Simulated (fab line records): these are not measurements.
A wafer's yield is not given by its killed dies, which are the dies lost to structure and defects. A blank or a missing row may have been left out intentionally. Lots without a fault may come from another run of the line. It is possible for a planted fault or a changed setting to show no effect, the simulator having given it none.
Matching of chambers    flow sky130    4 sister chambers for SKY_CONTACT_CMP_04 on cmp-01
The step polishes SiO2. 4 wafers are shown with their chamber, then 9 later ones without.

== WAFERS, EACH WITH ITS CHAMBER ==
wafer   chamber  motor current A (A)
L396.3  0        12.3
L407.2  3        12.9
L407.3  2        13.8
L407.4  1        12.8

== WAFERS WITH NO CHAMBER GIVEN ==
wafer   motor current A (A)
L411.2  12.9
L411.4  12.3
L411.5  14.3
L412.3  12.6
L412.4  12.8
L412.5  14.4
L414.2  12.1
L414.3  12.5
L414.4  13.1

== THE CHAMBER EACH PASSED THROUGH ==
wafer    from the rows above            in truth
L411.2   can't be placed: 3 or 1        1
L411.4   can't be placed: 0 or 1        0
L411.5   2                              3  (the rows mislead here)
L412.3   can't be placed: 1 or 0 or 3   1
L412.4   can't be placed: 1 or 3 or 0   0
L412.5   2                              2
L414.2   can't be placed: 0 or 1        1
L414.3   can't be placed: 0 or 1 or 3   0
L414.4   can't be placed: 3 or 1 or 2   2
Correct placement for 1 of the 9. Can't be placed from these rows: 7 (the true chamber is among the candidates in 7). Wrongly placed: 1.
How it was worked out, from the rows above alone: a wafer's distance from a chamber is the root of the sum, over the readings, of the square of ((its reading less the chamber's mean) divided by the reading's scatter). If the next closest chamber is less than 2 further off than the closest, the wafer can't be placed; otherwise it belongs to the closest. Each chamber's mean is taken over the wafers shown for it. The scatter: with one shown wafer a chamber, the root of the mean of the squares of how far each hidden wafer lies from its nearest shown one.
